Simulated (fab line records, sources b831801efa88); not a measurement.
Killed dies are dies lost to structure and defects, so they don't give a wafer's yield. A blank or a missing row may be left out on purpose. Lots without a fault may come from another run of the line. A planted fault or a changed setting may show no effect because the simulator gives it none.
One fault seen from 2 desks | flow gf180mcu | each desk has only its own numbers; what lay behind them comes last

THE METROLOGY DESK
What the gauges read, lot by lot, whatever tool the lot ran on: means of the sampled wafers that have a number. A lot is out of limits, marked OUT, if its mean lies more than 4 standard deviations from the usual mean; the brackets give that distance.
Columns: A = CONTACT_CVD_00_THK at GF_CONTACT_THK_MEAS_01, usual 299 nm; B = CONTACT_W_THK at GF_CONTACT_THK_MEAS_26, usual 286 nm
lot  | first seen here | A             | B
L290 | day 14 22:40    | 297           | 283
L291 | day 15 11:26    | 301           | 284
L293 | day 16 00:40    | 296           | 281
L294 | day 16 14:31    | 303           | 282
L295 | day 16 23:25    | 300           | 283
L296 | day 17 11:22    | 299           | 287
L298 | day 17 22:31    | 297           | 286
L300 | day 18 19:13    | 300           | 292
L301 | day 19 02:25    | 300           | 288
L302 | day 19 16:14    | 296           | 286
L309 | day 21 22:37    | 349 (+12) OUT | 286
L312 | day 22 23:37    | 296           | 292
This desk's finding: out of limits on L309; first on L309, day 21 22:37 (CONTACT_CVD_00_THK at GF_CONTACT_THK_MEAS_01). In limits: L290, L291, L293, L294, L295, L296, L298, L300, L301, L302, L312.

THE TOOL OWNER'S DESK: hdpcvd-02
The tool's own readings at GF_CONTACT_CVD_00 (deposits SiO2, target thk 300 nm, time 50 s): means of the sampled wafers that have a number, for each lot that ran on this tool. A lot is out of limits, marked OUT, if its mean lies more than 4 standard deviations from the usual mean; the brackets give that distance.
Columns: A = sih4_flow_sccm at GF_CONTACT_CVD_00, usual 59.99 sccm; B = susceptor_temp_C at GF_CONTACT_CVD_00, usual 400.01 C
lot  | first seen here | A               | B
L291 | day 15 11:22    | 59.88           | 399.88
L296 | day 17 11:20    | 60.07           | 399.61
L301 | day 19 02:23    | 60.02           | 399.96
L309 | day 21 22:34    | 69.82 (+58) OUT | 399.97
This desk's finding: out of limits on L309; first on L309, day 21 22:34 (sih4_flow_sccm at GF_CONTACT_CVD_00). In limits: L291, L296, L301.

PUT TOGETHER
The tool owner's desk could have raised an alarm at day 21 22:34, on L309.
The metrology desk could have raised an alarm at day 21 22:37, on L309.
Of the lots named, all ran GF_CONTACT_CVD_00 on hdpcvd-02.

WHAT THE SIMULATOR HAD PUT IN
Process parameter drift: hdpcvd-02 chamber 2, from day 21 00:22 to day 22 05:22, at GF_CONTACT_CVD_00. Setting sih4_flow_sccm, moved by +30, from 60. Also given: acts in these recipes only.
Lots struck among those shown: L309.
Hours from the fault's start to each desk's first reading out of limits: the tool owner's desk, 22; the metrology desk, 22.
